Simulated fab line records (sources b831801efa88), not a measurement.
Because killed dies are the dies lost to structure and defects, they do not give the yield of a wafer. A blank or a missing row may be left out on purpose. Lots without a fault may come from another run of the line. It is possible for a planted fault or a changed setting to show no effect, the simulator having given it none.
One fault seen from 2 desks	flow sky130	each desk has only its own numbers; what lay behind them comes last

FOR THE TOOL OWNER'S DESK: rie-metal-01
The tool's own readings at SKY_LOCAL_INTERCONNECT_ETCH_13 (etches BARC in N2/H2, stops on SiO2, time 45.9 s, target depth 60 nm): means of the sampled wafers that have a number, for each lot that ran on this tool. Any lot whose mean is over 4 standard deviations away from the usual mean is out of limits and marked OUT; that distance is given in the brackets.
Columns: A = drypump-motor-current-A at SKY_LOCAL_INTERCONNECT_ETCH_13, usual 5.6 A; B = oes-product-au at SKY_LOCAL_INTERCONNECT_ETCH_13, usual 0.855 a.u.; C = run-length-s at SKY_LOCAL_INTERCONNECT_ETCH_13, usual 74.3 s; D = throttle-valve-pct at SKY_LOCAL_INTERCONNECT_ETCH_13, usual 13.227 %
lot	first seen here	A	B	C	D
L268	day 32 19:20	6.0	0.852	74.4	13.233
L274	day 34 17:11	6.5	0.856	73.5	13.226
L278	day 36 00:23	6.0	0.843	75.4	13.226
L280	day 36 11:00	6.1	0.829 (-5.3) OUT	76.2	13.223
L283	day 37 13:28	5.7	0.832 (-4.7) OUT	76.3	13.229
This desk finds L280, L283 out of limits, L280 being first, at day 36 11:00 (oes-product-au at SKY_LOCAL_INTERCONNECT_ETCH_13). L268, L274, L278: within limits.

AT THE METROLOGY DESK
What the gauges read for every lot (on any tool): the sampled wafers with a number, averaged. Any lot whose mean is over 4 standard deviations away from the usual mean is out of limits and marked OUT; that distance is given in the brackets.
Columns: A = SONOS_TUNNEL_OVL at SKY_SONOS_TUNNEL_OVL_MEAS_08, usual 0.7 nm; B = CONTACT_OVL at SKY_CONTACT_OVL_MEAS_15, usual 1 nm; C = cd-nm at SKY_METAL1_CD_MEAS_15, usual 140.4 nm
lot	first seen here	A	B	C
L261	day 11 08:46	2.6	4	141.2
L262	day 11 15:06	1.1	-1	141.9
L264	day 12 09:59	-0.1	1	141.0
L265	day 12 14:42	1.4	-3	140.4
L266	day 13 07:54	1.6	1	138.4
L268	day 13 12:47	2.4	-5	141.3
L269	day 13 21:07	1.2	2	139.8
L272	day 15 02:25	0.3	6	140.2
L274	day 15 11:56	-0.5	-6	142.6
L278	day 17 02:32	-0.2	10	140.7
L280	day 17 13:45	-0.6	5	141.8
L283	day 18 17:19	0.6	1	138.1
This desk found nothing out of limits on any of the 12 lots.

ALL TOGETHER
The tool owner's desk had the chance to raise an alarm at day 36 11:00 on L280, L283.
At the metrology desk, nothing out of limits was observed.
The metrology desk holds a record of L280, L283, inside its limits.
Of the lots named, all ran SKY_LOCAL_INTERCONNECT_ETCH_13 on rie-metal-01.

WHAT WAS PUT IN BY THE SIMULATOR
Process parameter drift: rie-metal-01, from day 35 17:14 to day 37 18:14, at SKY_LOCAL_INTERCONNECT_ETCH_13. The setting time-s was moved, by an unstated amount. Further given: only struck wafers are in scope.
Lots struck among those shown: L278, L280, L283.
How many hours passed from the start of the fault until each desk's first out-of-limits reading: the tool owner's desk, 18.
